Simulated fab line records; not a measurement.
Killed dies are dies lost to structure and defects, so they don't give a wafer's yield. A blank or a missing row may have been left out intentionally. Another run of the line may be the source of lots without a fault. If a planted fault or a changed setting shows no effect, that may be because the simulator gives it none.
fab line records -- flow sky130
record lots=11, wafers=33, last-day=50
route steps=708 shown METAL2@485 VIA4@640 METAL5@665 PAD_OPEN@702
lots that met no fault: taken from a fault-free run of the same line
start-h: the number of hours between the record's first day and the start of the first shown wafer of the lot -- wait-h: hours since the lot's step before -- " identical to the entry in the row above -- L1.1+2: a row that stands for several wafers -- - no value, or no start given -- * or withheld: withheld -- < > ~ a bound
route shown NAME@n: a module of which the file shows steps, and the number in the route of the first -- usual: mean/standard deviation of fault-free wafers -- same: alike in all rows -- chamber/n: place in a boat -- sites: per-site readings -- _std_site: how widely they spread, as a standard deviation -- _edge_site: mean of outer sites minus mean of inner sites -- radius-mm: how far each site lies from the wafer's centre -- mask NAME#n: copy n -- behind: tool/chamber where the wafer was last shaped -- hold: cause of the lot's hold/its duration in hours/its outcome -- device: names the non-switching transistor (n, p or np) -- end of line: the tests these same wafers got at the end of their route -- for a step that has no rows: nothing shown but its recipe -- killed: not the wafer's yield, but the dies lost to structure and defects at the first sort -- map: a wafer's dies, marking killed ones x, the rest . and places with no die _
set.NAME: the setting the step ran with; set.NAME@STEP: the setting that earlier step ran with -- model.NAME: the simulator's own value behind a step, which no gauge read
steps of the route over a sample of lots; a table a step, a row a wafer
services: the hour from which a tool's chamber was out of use, counted from the record's first day as start-h (under 0 if before that day), plus the number of hours and why
## steps
# step SKY_METAL2_SPUTTER_02
# recipe material=AlCu, target-thk-nm=250, power-w=10600, time-s=13.3, chamber-pressure-pa=0.4
# usual cathode-dc-power-W=10600/1.8, throttle-valve-pct=30.6/1
lot.wafer,tool,chamber,start-h,wait-h,cathode-dc-power-W,throttle-valve-pct
L621.2,pvd-sputter-03,-,795.44,0.0,10601,32.1
L621.4,pvd-sputter-03,-,795.44,0.0,10599,32.0
L621.5,pvd-sputter-03,-,795.44,0.0,10601,29.6
L623.1,pvd-sputter-01,-,809.14,0.0,10599,31.8
L623.2,pvd-sputter-01,-,809.14,0.0,10600,31.3
L623.6,pvd-sputter-01,-,809.14,0.0,10603,31.6
L626.1,pvd-sputter-01,-,833.34,0.0,10601,31.4
L626.3,pvd-sputter-01,-,833.34,0.0,10600,29.0
L626.6,pvd-sputter-01,-,833.34,0.0,10599,29.1
L630.1,pvd-sputter-01,-,862.42,0.0,10601,32.0
L630.3,pvd-sputter-01,-,862.42,0.0,10601,30.1
L630.4,pvd-sputter-01,-,862.42,0.0,10599,31.6
L631.1,pvd-sputter-01,-,880.20,0.0,10596,31.6
L631.3,pvd-sputter-01,-,880.20,0.0,10596,30.0
L631.5,pvd-sputter-01,-,880.20,0.0,10600,29.1
L632.3,pvd-sputter-03,-,893.72,0.0,10602,32.1
L632.4,pvd-sputter-03,-,893.72,0.0,10596,32.2
L632.6,pvd-sputter-03,-,893.72,0.0,10600,29.7
L636.1,pvd-sputter-02,-,927.89,0.0,10601,31.1
L636.4,pvd-sputter-02,-,927.89,0.0,10601,30.3
L636.5,pvd-sputter-02,-,927.89,0.0,10599,29.7
L639.1,pvd-sputter-03,-,937.28,0.0,10603,29.7
L639.3,pvd-sputter-03,-,937.28,0.0,10603,30.3
L639.4,pvd-sputter-03,-,937.28,0.0,10603,32.2
L641.3,pvd-sputter-01,-,943.90,0.0,10601,29.0
L641.5,pvd-sputter-01,-,943.90,0.0,10600,31.6
L641.6,pvd-sputter-01,-,943.90,0.0,10602,31.9
L642.3,pvd-sputter-02,-,947.93,0.0,10602,29.6
L642.4,pvd-sputter-02,-,947.93,0.0,10599,30.3
L642.6,pvd-sputter-02,-,947.93,0.0,10600,30.3
L644.2,pvd-sputter-02,-,965.35,0.0,10600,29.7
L644.4,pvd-sputter-02,-,965.35,0.0,10600,31.1
L644.5,pvd-sputter-02,-,965.35,0.0,10602,30.3
# step SKY_VIA4_THK_MEAS_01
# recipe reads=SiO2_of_VIA4_HDPCVD_00
# usual VIA4_HDPCVD_THK=1757/18
lot.wafer,tool,chamber,start-h,wait-h,VIA4_HDPCVD_THK[nm]
L621.2,film-metro-01,-,984.64,0.1,1759
L621.4,film-metro-01,-,984.64,0.1,1760
L621.5,film-metro-01,-,984.64,0.1,1788
L623.1,film-metro-02,-,994.33,0.1,1736
L623.2,film-metro-02,-,994.33,0.1,1798
L623.6,film-metro-02,-,994.33,0.1,1767
L626.1,film-metro-02,-,1016.96,0.1,1773
L626.3,film-metro-02,-,1016.96,0.1,1768
L626.6,film-metro-02,-,1016.96,0.1,1747
L630.1,film-metro-02,-,1042.09,0.1,1749
L630.3,film-metro-02,-,1042.09,0.1,1732
L630.4,film-metro-02,-,1042.09,0.1,1731
L631.1,film-metro-04,-,1057.18,0.1,1759
L631.3,film-metro-04,-,1057.18,0.1,1776
L631.5,film-metro-04,-,1057.18,0.1,1794
L632.3,film-metro-01,-,1067.90,0.1,1724
L632.4,film-metro-01,-,1067.90,0.1,1778
L632.6,film-metro-01,-,1067.90,0.1,1726
L636.1,film-metro-04,-,1094.35,0.1,1739
L636.4,film-metro-04,-,1094.35,0.1,1736
L636.5,film-metro-04,-,1094.35,0.1,1749
L639.1,film-metro-04,-,1105.62,0.1,1748
L639.3,film-metro-04,-,1105.62,0.1,1749
L639.4,film-metro-04,-,1105.62,0.1,1774
L641.3,film-metro-04,-,1110.61,0.1,1760
L641.5,film-metro-04,-,1110.61,0.1,1759
L641.6,film-metro-04,-,1110.61,0.1,1750
L642.3,film-metro-04,-,1113.49,0.1,1775
L642.4,film-metro-04,-,1113.49,0.1,1754
L642.6,film-metro-04,-,1113.49,0.1,1739
L644.2,film-metro-01,-,1130.14,0.1,1740
L644.4,film-metro-01,-,1130.14,0.1,1774
L644.5,film-metro-01,-,1130.14,0.1,1766
# step SKY_METAL5_SPUTTER_04
# recipe material=TiN, target-thk-nm=70, power-w=6500, time-s=58.3, chamber-pressure-pa=0.4
# usual cathode-dc-power-W=6499.9/1.2, throttle-valve-pct=30.6/1
lot.wafer,tool,chamber,start-h,wait-h,cathode-dc-power-W,throttle-valve-pct
L621.2,pvd-sputter-01,-,1008.69,0.0,6499.3,30.3
L621.4,pvd-sputter-01,-,1008.69,0.0,6500.0,32.0
L621.5,pvd-sputter-01,-,1008.69,0.0,6498.5,32.0
L623.1,pvd-sputter-03,-,1019.14,0.0,6499.5,32.1
L623.2,pvd-sputter-03,-,1019.14,0.0,6501.5,30.4
L623.6,pvd-sputter-03,-,1019.14,0.0,6499.2,32.1
L626.1,pvd-sputter-02,-,1042.05,0.0,6498.1,29.3
L626.3,pvd-sputter-02,-,1042.05,0.0,6500.7,30.7
L626.6,pvd-sputter-02,-,1042.05,0.0,6500.1,30.5
L630.1,pvd-sputter-03,-,1065.78,0.0,6500.2,30.5
L630.3,pvd-sputter-03,-,1065.78,0.0,6500.2,31.7
L630.4,pvd-sputter-03,-,1065.78,0.0,6500.4,30.2
L631.1,pvd-sputter-01,-,1080.25,0.0,6501.1,28.9
L631.3,pvd-sputter-01,-,1080.25,0.0,6500.5,30.2
L631.5,pvd-sputter-01,-,1080.25,0.0,6499.6,29.0
L632.3,pvd-sputter-02,-,1090.87,0.0,6500.5,29.7
L632.4,pvd-sputter-02,-,1090.87,0.0,6502.1,30.6
L632.6,pvd-sputter-02,-,1090.87,0.0,6496.4,30.2
L636.1,pvd-sputter-03,-,1116.49,0.0,6501.8,32.4
L636.4,pvd-sputter-03,-,1116.49,0.0,6499.1,30.7
L636.5,pvd-sputter-03,-,1116.49,0.0,6500.0,30.5
L639.1,pvd-sputter-01,-,1127.68,0.0,6500.2,31.9
L639.3,pvd-sputter-01,-,1127.68,0.0,6498.7,30.0
L639.4,pvd-sputter-01,-,1127.68,0.0,6499.2,29.2
L641.3,pvd-sputter-02,-,1132.14,0.0,6499.5,29.8
L641.5,pvd-sputter-02,-,1132.14,0.0,6500.5,30.4
L641.6,pvd-sputter-02,-,1132.14,0.0,6498.6,31.1
L642.3,pvd-sputter-02,-,1135.04,0.0,6499.0,30.0
L642.4,pvd-sputter-02,-,1135.04,0.0,6501.7,30.5
L642.6,pvd-sputter-02,-,1135.04,0.0,6498.9,30.6
L644.2,pvd-sputter-03,-,1150.19,0.0,6499.2,32.2
L644.4,pvd-sputter-03,-,1150.19,0.0,6498.9,29.8
L644.5,pvd-sputter-03,-,1150.19,0.0,6502.4,32.0
# step SKY_PAD_OPEN_STRIP_08
# recipe chemistry=O2/N2, power-w=1400, pressure-mtorr=1500, platen-temp-c=withheld, overash-fraction=0.7, o2-flow-sccm=3000, n2-flow-sccm=300
# usual drypump-motor-current-A=5.8/0.44, oes-product-au=0.662/0.0048, strip-time-to-endpoint-s=37.02/0.11
lot.wafer,tool,chamber,start-h,wait-h,drypump-motor-current-A,oes-product-au,rf-hours-counter-h,strip-time-to-endpoint-s
L621.2,plasma-asher-01,1,1075.93,0.1,6.2,0.667,95,36.96
L621.4,plasma-asher-01,1,1075.93,0.1,6.2,0.667,-,37.07
L621.5,plasma-asher-01,0,1075.93,0.1,5.4,0.660,-,37.03
L623.1,plasma-asher-03,1,1085.90,0.1,5.9,0.662,61,37.02
L623.2,plasma-asher-03,0,1085.90,0.1,6.3,0.661,61,36.95
L623.6,plasma-asher-03,1,1085.90,0.1,5.9,0.665,-,37.03
L626.1,plasma-asher-03,0,1106.88,0.1,6.3,0.672,63,36.96
L626.3,plasma-asher-03,1,1106.88,0.1,5.9,0.658,-,36.97
L626.6,plasma-asher-03,0,1106.88,0.1,6.3,0.662,-,37.08
L630.1,plasma-asher-01,1,1128.65,0.1,6.2,0.664,100,36.97
L630.3,plasma-asher-01,0,1128.65,0.1,5.4,0.662,-,36.79
L630.4,plasma-asher-01,1,1128.65,0.1,6.2,0.658,-,36.81
L631.1,plasma-asher-02,1,1140.93,0.1,5.2,0.663,7,37.11
L631.3,plasma-asher-02,0,1140.93,0.1,5.1,0.656,-,37.13
L631.5,plasma-asher-02,0,1140.93,0.1,5.1,0.656,-,37.04
L632.3,plasma-asher-03,1,1151.03,0.1,5.9,0.652,-,37.20
L632.4,plasma-asher-03,0,1151.03,0.1,6.3,0.665,-,37.24
L632.6,plasma-asher-03,1,1151.03,0.1,5.9,0.667,-,37.19
L636.1,plasma-asher-03,0,1172.65,0.1,6.3,0.661,69,37.01
L636.4,plasma-asher-03,0,1172.65,0.1,6.3,0.661,-,36.88
L636.5,plasma-asher-03,1,1172.65,0.1,5.9,0.674,-,36.86
L639.1,plasma-asher-03,0,1183.00,0.1,6.3,0.660,70,36.85
L639.3,plasma-asher-03,0,1183.00,0.1,6.3,0.666,-,36.93
L639.4,plasma-asher-03,1,1183.00,0.1,5.9,0.660,-,36.81
L641.3,plasma-asher-01,1,1186.97,0.1,6.2,0.671,-,37.12
L641.5,plasma-asher-01,1,1186.97,0.1,6.2,0.658,-,37.21
L641.6,plasma-asher-01,0,1186.97,0.1,5.4,0.669,-,37.19
L642.3,plasma-asher-01,0,1189.33,0.1,5.4,0.659,-,36.97
L642.4,plasma-asher-01,1,1189.33,0.1,6.2,0.657,-,37.06
L642.6,plasma-asher-01,1,1189.33,0.1,6.2,0.658,-,37.05
L644.2,plasma-asher-03,0,1201.70,0.1,6.3,0.662,72,36.94
L644.4,plasma-asher-03,0,1201.70,0.1,6.3,0.662,-,36.98
L644.5,plasma-asher-03,1,1201.70,0.1,5.9,0.659,-,37.01
# step SKY_PAD_OPEN_PROBE_99
# usual defect-limited-yield=82.5/2.1, killed_at_M0_to_M3=43/7.7, killed_at_M4_up=3.4/1.9, killed-at-contacts=25/5.6, killed-at-front-end=14/4.3, killed-at-other=0.2/0.5, killed-dies=86/10, killed-open=47/7.2, killed-short=39/6.7, sort_bin_3_pad_short=0.9/0.46, sort_bin_5_function=10.4/1.5, sort_bin_6_memory=6.2/1.2, sort-n-pass=406/10, sort-yield-pct=82.5/2.1
# same gross-dies=492, killed-at-back-side=0, sort_bin_4_leakage[%]=0, sort_bin_8_speed[%]=0
lot.wafer,tool,chamber,start-h,wait-h,hold,defect-limited-yield[%],killed_at_M0_to_M3,killed_at_M4_up,killed-at-contacts,killed-at-front-end,killed-at-other,killed-dies,killed-open,killed-short,sort_bin_3_pad_short[%],sort_bin_5_function[%],sort_bin_6_memory[%],sort-n-pass,sort-yield-pct[%]
L621.2,prober-02,-,1078.20,0.1,-,83.3,48,4,16,13,1,82,45,37,0.4,10.8,5.5,410,83.3
L621.4,prober-02,-,1078.30,0.2,-,84.8,37,5,20,11,2,75,45,30,1.2,9.3,4.7,417,84.8
L621.5,prober-02,-,1078.35,0.2,-,88.0,35,2,16,6,0,59,28,31,1.0,6.9,4.1,433,88.0
L623.1,prober-02,-,1088.15,0.1,-,79.7,51,3,32,14,0,100,60,40,0.4,12.0,7.9,392,79.7
L623.2,prober-02,-,1088.20,0.1,-,82.3,48,5,25,9,0,87,46,41,1.8,9.8,6.1,405,82.3
L623.6,prober-02,-,1088.40,0.2,-,83.9,36,0,32,11,0,79,46,33,1.2,8.9,5.9,413,83.9
L626.1,prober-01,-,1109.11,0.1,-,84.1,46,3,18,11,0,78,40,38,1.8,9.6,4.5,414,84.1
L626.3,prober-01,-,1109.21,0.2,-,81.5,44,2,34,11,0,91,55,36,0.2,12.2,6.1,401,81.5
L626.6,prober-01,-,1109.36,0.2,-,87.2,35,2,18,8,0,63,32,31,0.6,7.1,5.1,429,87.2
L630.1,prober-01,-,1130.86,0.1,await-dispo/7.4h/release,76.2,79,4,14,20,0,117,52,41,2.2,12.8,8.7,375,76.2
L630.3,prober-01,-,1130.96,0.2,await-dispo/7.4h/release,76.2,72,3,25,17,0,117,47,34,4.7,14.2,4.9,375,76.2
L630.4,prober-01,-,1131.01,0.2,await-dispo/7.4h/release,68.5,101,2,25,27,0,155,57,34,4.3,19.3,7.9,337,68.5
L631.1,prober-02,-,1143.14,0.1,await-dispo/2.9h/release,75.4,91,1,15,14,0,121,36,30,3.5,16.3,4.9,371,75.4
L631.3,prober-02,-,1143.24,0.2,await-dispo/2.9h/release,75.2,73,3,31,15,0,122,50,36,3.5,14.6,6.7,370,75.2
L631.5,prober-02,-,1143.34,0.2,await-dispo/2.9h/release,77.0,82,2,23,6,0,113,35,31,4.3,14.2,4.5,379,77.0
L632.3,prober-01,-,1153.31,0.2,-,87.4,35,5,14,7,1,62,33,29,0.8,8.3,3.5,430,87.4
L632.4,prober-01,-,1153.36,0.2,-,84.8,39,4,19,13,0,75,44,31,0.6,8.3,6.3,417,84.8
L632.6,prober-01,-,1153.46,0.2,-,86.6,30,1,20,14,1,66,42,24,0.2,8.7,4.5,426,86.6
L636.1,prober-02,-,1174.90,0.1,-,83.7,44,0,23,13,0,80,46,34,0.8,9.1,6.3,412,83.7
L636.4,prober-02,-,1175.05,0.2,-,74.8,73,8,27,16,0,124,62,62,1.0,16.5,7.7,368,74.8
L636.5,prober-02,-,1175.10,0.2,-,81.1,57,2,19,15,0,93,41,52,1.0,12.6,5.3,399,81.1
L639.1,prober-02,-,1185.21,0.1,-,83.5,30,1,23,27,0,81,43,38,0,10.8,5.7,411,83.5
L639.3,prober-02,-,1185.31,0.2,-,83.1,32,2,32,17,0,83,48,35,1.6,8.7,6.5,409,83.1
L639.4,prober-02,-,1185.36,0.2,-,83.7,39,2,24,14,1,80,39,41,0.6,10.0,5.7,412,83.7
L641.3,prober-02,-,1189.45,0.2,-,82.9,42,4,24,14,0,84,39,45,1.4,8.7,6.9,408,82.9
L641.5,prober-02,-,1189.55,0.2,-,83.7,42,5,26,7,0,80,46,34,1.0,9.8,5.5,412,83.7
L641.6,prober-02,-,1189.60,0.2,-,82.1,46,3,20,19,0,88,57,31,0.4,11.2,6.3,404,82.1
L642.3,prober-01,-,1191.67,0.2,-,80.7,48,3,26,18,0,95,50,45,1.4,9.6,8.3,397,80.7
L642.4,prober-01,-,1191.72,0.2,-,82.5,43,5,31,7,0,86,50,36,0.2,9.8,7.5,406,82.5
L642.6,prober-01,-,1191.82,0.2,-,82.3,36,5,31,14,1,87,52,35,0.4,9.3,7.9,405,82.3
L644.2,prober-01,-,1204.00,0.1,-,85.8,34,2,20,14,0,70,43,27,0.4,6.7,7.1,422,85.8
L644.4,prober-01,-,1204.10,0.2,-,82.5,38,3,26,19,0,86,54,32,0.2,10.2,7.1,406,82.5
L644.5,prober-01,-,1204.15,0.2,-,80.9,47,3,31,13,0,94,44,50,0.6,10.8,7.7,398,80.9
# killed by level:class
L621.2 VIA2:geometric-particle:open=9 VIA1:geometric-particle:open=9 METAL1:geometric-particle:short=6 VIA3:geometric-particle:short=6 VIA3:geometric-particle:open=6 LI_CONTACT:geometric-particle:open=5 CONTACT:geometric-particle:open=5 FIELD_ISO:geometric-particle:open=4
L621.4 VIA2:geometric-particle:open=10 CONTACT:geometric-particle:open=9 VIA3:geometric-particle:open=7 METAL1:geometric-particle:short=5 FIELD_ISO:geometric-particle:short=4 CONTACT:geometric-particle:short=4 VIA1:geometric-particle:short=4 LI_CONTACT:geometric-particle:open=3
L621.5 METAL2:geometric-particle:short=7 CONTACT:geometric-particle:short=6 CONTACT:geometric-particle:open=6 VIA3:geometric-particle:open=6 VIA1:geometric-particle:open=4 VIA1:geometric-particle:short=4 METAL3:geometric-particle:short=4 FIELD_ISO:geometric-particle:open=2
L623.1 CONTACT:geometric-particle:open=11 LI_CONTACT:geometric-particle:open=10 VIA3:geometric-particle:open=10 VIA2:geometric-particle:open=9 LOCAL_INTERCONNECT:geometric-particle:short=8 VIA1:geometric-particle:open=6 VIA1:geometric-particle:short=5 VIA3:geometric-particle:short=5
L623.2 VIA2:geometric-particle:open=10 VIA1:geometric-particle:open=9 CONTACT:geometric-particle:open=8 METAL1:geometric-particle:short=7 CONTACT:geometric-particle:short=6 LI_CONTACT:geometric-particle:open=5 METAL4:geometric-particle:short=4 METAL2:geometric-particle:short=4
L623.6 VIA2:geometric-particle:open=10 LI_CONTACT:geometric-particle:open=9 CONTACT:geometric-particle:open=9 LI_CONTACT:geometric-particle:short=7 VIA1:geometric-particle:open=5 POLY_GATE:geometric-particle:short=4 CONTACT:geometric-particle:short=4 VIA1:geometric-particle:short=4
L626.1 VIA1:geometric-particle:open=9 CONTACT:geometric-particle:open=9 VIA3:geometric-particle:open=8 POLY_GATE:geometric-particle:short=7 VIA2:geometric-particle:open=6 METAL2:geometric-particle:short=5 VIA3:geometric-particle:short=5 LOCAL_INTERCONNECT:geometric-particle:short=4
L626.3 VIA1:geometric-particle:open=13 CONTACT:geometric-particle:open=11 LI_CONTACT:geometric-particle:open=9 VIA1:geometric-particle:short=7 METAL2:geometric-particle:open=6 LOCAL_INTERCONNECT:geometric-particle:short=5 POLY_GATE:geometric-particle:open=4 LI_CONTACT:geometric-particle:short=4
L626.6 VIA1:geometric-particle:open=12 CONTACT:geometric-particle:open=7 LOCAL_INTERCONNECT:geometric-particle:short=5 POLY_GATE:geometric-particle:short=4 METAL1:geometric-particle:short=4 METAL3:geometric-particle:short=4 CONTACT:geometric-particle:short=3 VIA2:geometric-particle:short=3
L630.1 METAL2:unspecified=24 VIA1:geometric-particle:open=19 METAL1:geometric-particle:short=10 VIA3:geometric-particle:open=6 POLY_GATE:geometric-particle:short=5 LI_CONTACT:geometric-particle:open=5 METAL2:geometric-particle:short=5 VIA2:geometric-particle:open=5
L630.3 METAL2:unspecified=36 CONTACT:geometric-particle:open=13 VIA1:geometric-particle:open=7 VIA2:geometric-particle:open=7 FIELD_ISO:geometric-particle:short=5 LI_CONTACT:geometric-particle:open=5 VIA3:geometric-particle:open=5 VIA1:geometric-particle:short=5
L630.4 METAL2:unspecified=64 VIA1:geometric-particle:open=14 FIELD_ISO:geometric-particle:open=11 CONTACT:geometric-particle:open=6 METAL1:geometric-particle:short=6 VIA2:geometric-particle:open=6 FIELD_ISO:geometric-particle:short=5 POLY_GATE:geometric-particle:open=5
L631.1 METAL2:unspecified=55 VIA1:geometric-particle:open=12 VIA3:geometric-particle:open=5 FIELD_ISO:geometric-particle:open=5 LI_CONTACT:geometric-particle:short=5 LI_CONTACT:geometric-particle:open=4 LOCAL_INTERCONNECT:geometric-particle:short=4 VIA1:geometric-particle:short=4
L631.3 METAL2:unspecified=36 CONTACT:geometric-particle:open=10 LI_CONTACT:geometric-particle:open=9 VIA1:geometric-particle:open=9 FIELD_ISO:geometric-particle:short=6 VIA1:geometric-particle:short=5 VIA2:geometric-particle:open=5 LOCAL_INTERCONNECT:geometric-particle:short=4
L631.5 METAL2:unspecified=47 VIA2:geometric-particle:open=9 CONTACT:geometric-particle:open=9 LI_CONTACT:geometric-particle:open=5 VIA1:geometric-particle:short=5 METAL2:geometric-particle:short=5 LI_CONTACT:geometric-particle:short=4 VIA2:geometric-particle:short=4
L632.3 VIA1:geometric-particle:open=6 VIA3:geometric-particle:open=6 VIA2:geometric-particle:open=6 LI_CONTACT:geometric-particle:open=5 VIA1:geometric-particle:short=5 LOCAL_INTERCONNECT:geometric-particle:short=4 POLY_GATE:geometric-particle:short=3 METAL2:geometric-particle:short=3
L632.4 VIA1:geometric-particle:open=14 VIA1:geometric-particle:short=8 CONTACT:geometric-particle:open=6 VIA3:geometric-particle:open=6 FIELD_ISO:geometric-particle:open=4 FIELD_ISO:geometric-particle:short=4 LI_CONTACT:geometric-particle:open=4 CONTACT:geometric-particle:short=4
L632.6 VIA1:geometric-particle:open=9 LI_CONTACT:geometric-particle:open=8 CONTACT:geometric-particle:open=8 FIELD_ISO:geometric-particle:short=5 METAL1:geometric-particle:short=4 VIA2:geometric-particle:open=4 METAL3:geometric-particle:short=4 POLY_CUT:geometric-particle:open=3
L636.1 VIA3:geometric-particle:open=9 LI_CONTACT:geometric-particle:open=7 CONTACT:geometric-particle:open=7 VIA2:geometric-particle:open=7 VIA1:geometric-particle:open=7 METAL1:geometric-particle:short=5 METAL2:geometric-particle:short=5 POLY_GATE:geometric-particle:open=4
L636.4 VIA1:geometric-particle:open=16 METAL2:geometric-particle:short=14 VIA1:geometric-particle:short=14 CONTACT:geometric-particle:open=9 VIA3:geometric-particle:open=8 VIA2:geometric-particle:open=7 FIELD_ISO:geometric-particle:open=6 METAL1:geometric-particle:short=5
L636.5 VIA1:geometric-particle:open=13 VIA1:geometric-particle:short=12 METAL2:geometric-particle:short=9 CONTACT:geometric-particle:open=7 METAL1:geometric-particle:short=7 METAL3:geometric-particle:short=7 FIELD_ISO:geometric-particle:short=6 LOCAL_INTERCONNECT:geometric-particle:short=5
L639.1 CONTACT:geometric-particle:open=9 FIELD_ISO:geometric-particle:open=7 POLY_GATE:geometric-particle:short=7 VIA1:geometric-particle:open=7 FIELD_ISO:geometric-particle:short=6 POLY_GATE:geometric-particle:open=6 LI_CONTACT:geometric-particle:open=6 VIA1:geometric-particle:short=6
L639.3 CONTACT:geometric-particle:open=9 LI_CONTACT:geometric-particle:open=8 VIA1:geometric-particle:open=8 FIELD_ISO:geometric-particle:open=6 METAL1:geometric-particle:short=5 LOCAL_INTERCONNECT:geometric-particle:short=5 VIA2:geometric-particle:open=5 FIELD_ISO:geometric-particle:short=4
L639.4 CONTACT:geometric-particle:open=9 VIA3:geometric-particle:open=9 VIA2:geometric-particle:open=6 FIELD_ISO:geometric-particle:short=5 CONTACT:geometric-particle:short=5 METAL3:geometric-particle:short=5 LI_CONTACT:geometric-particle:open=4 LOCAL_INTERCONNECT:geometric-particle:short=4
L641.3 CONTACT:geometric-particle:open=9 VIA3:geometric-particle:open=7 VIA1:geometric-particle:open=6 METAL2:geometric-particle:short=6 VIA2:geometric-particle:short=6 CONTACT:geometric-particle:short=5 FIELD_ISO:geometric-particle:short=4 LI_CONTACT:geometric-particle:open=4
L641.5 VIA2:geometric-particle:open=12 CONTACT:geometric-particle:open=9 VIA3:geometric-particle:open=8 LOCAL_INTERCONNECT:geometric-particle:short=7 CONTACT:geometric-particle:short=6 METAL2:geometric-particle:short=5 VIA1:geometric-particle:open=5 METAL1:geometric-particle:short=4
L641.6 VIA2:geometric-particle:open=13 VIA1:geometric-particle:open=10 VIA3:geometric-particle:open=9 CONTACT:geometric-particle:open=6 FIELD_ISO:geometric-particle:open=5 POLY_GATE:geometric-particle:short=4 POLY_GATE:geometric-particle:open=4 LI_CONTACT:geometric-particle:open=4
L642.3 VIA1:geometric-particle:open=12 CONTACT:geometric-particle:open=9 VIA2:geometric-particle:open=7 POLY_GATE:geometric-particle:short=6 LI_CONTACT:geometric-particle:open=6 POLY_GATE:geometric-particle:open=5 CONTACT:geometric-particle:short=5 METAL1:geometric-particle:short=5
L642.4 LI_CONTACT:geometric-particle:open=12 CONTACT:geometric-particle:open=9 VIA3:geometric-particle:open=8 VIA2:geometric-particle:open=7 VIA1:geometric-particle:short=7 VIA1:geometric-particle:open=5 LI_CONTACT:geometric-particle:short=4 METAL2:geometric-particle:short=4
L642.6 LI_CONTACT:geometric-particle:open=11 CONTACT:geometric-particle:open=10 VIA2:geometric-particle:open=7 METAL1:geometric-particle:short=7 CONTACT:geometric-particle:short=6 POLY_GATE:geometric-particle:open=5 METAL4:geometric-particle:short=5 VIA3:geometric-particle:open=5
L644.2 LI_CONTACT:geometric-particle:open=11 METAL1:geometric-particle:short=7 VIA1:geometric-particle:open=7 VIA2:geometric-particle:open=7 FIELD_ISO:geometric-particle:short=4 FIELD_ISO:geometric-particle:open=3 POLY_GATE:geometric-particle:open=3 CONTACT:geometric-particle:open=3
L644.4 CONTACT:geometric-particle:open=10 LI_CONTACT:geometric-particle:open=9 VIA2:geometric-particle:open=8 VIA3:geometric-particle:open=7 FIELD_ISO:geometric-particle:short=5 VIA1:geometric-particle:open=5 VIA2:geometric-particle:short=3 CONTACT:geometric-particle:short=3
L644.5 VIA3:geometric-particle:open=10 CONTACT:geometric-particle:open=10 METAL1:geometric-particle:short=9 LOCAL_INTERCONNECT:geometric-particle:short=8 VIA1:geometric-particle:short=7 VIA1:geometric-particle:open=7 CONTACT:geometric-particle:short=6 FIELD_ISO:geometric-particle:short=4
## services
tool,chamber,start-h,hours,kind
pvd-sputter-01,-,775.56,2.4,repair
plasma-asher-02,-,783.75,1.5,repair
pvd-sputter-03,-,796.38,8.3,repair
plasma-asher-01,-,811.63,5.2,repair
plasma-asher-01,-,813.31,1.7,repair
plasma-asher-03,-,837.45,14.6,pm
pvd-sputter-01,3,862.51,-,consumable-replace:kit
pvd-sputter-01,3,862.51,18.0,scheduled-down
pvd-sputter-01,3,862.51,18.0,vent-cycle
pvd-sputter-02,-,893.60,1.5,repair
plasma-asher-02,-,908.55,1.2,repair
pvd-sputter-03,1,916.95,-,consumable-replace:kit
pvd-sputter-03,1,916.95,18.0,scheduled-down
pvd-sputter-03,1,916.95,18.0,vent-cycle
plasma-asher-03,-,961.86,2.7,repair
pvd-sputter-01,2,1021.87,-,consumable-replace:kit
pvd-sputter-01,2,1021.87,18.0,scheduled-down
pvd-sputter-01,2,1021.87,18.0,vent-cycle
plasma-asher-01,-,1026.50,1.3,repair
pvd-sputter-02,1,1054.81,-,consumable-replace:kit
pvd-sputter-02,1,1054.81,18.0,scheduled-down
plasma-asher-02,-,1055.25,9.0,pm
plasma-asher-02,-,1172.44,4.0,pm
pvd-sputter-01,1,1195.20,-,consumable-replace:kit
## key
first-sign step=SKY_PAD_OPEN_PROBE_99, reading=sort_bin_3_pad_short, direction=up, sigmas=6.2, usual=0.9, struck=3.7
effect step=SKY_PAD_OPEN_PROBE_99, reading=killed_at_M0_to_M3, direction=up, sigmas=5.2, usual=43, struck=83
met-at SKY_METAL2_SPUTTER_02
struck-lots L630,L631
not-acting-at SKY_VIA4_THK_MEAS_01,SKY_METAL5_SPUTTER_04,SKY_PAD_OPEN_STRIP_08
onset-between 833.34 862.42
fault kind=chamber-particle-source, tool=pvd-sputter-01, chamber=-, onset-h=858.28, steps=SKY_METAL2_SPUTTER_02, rate-per-visit-cm2=1.4127, end-h=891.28
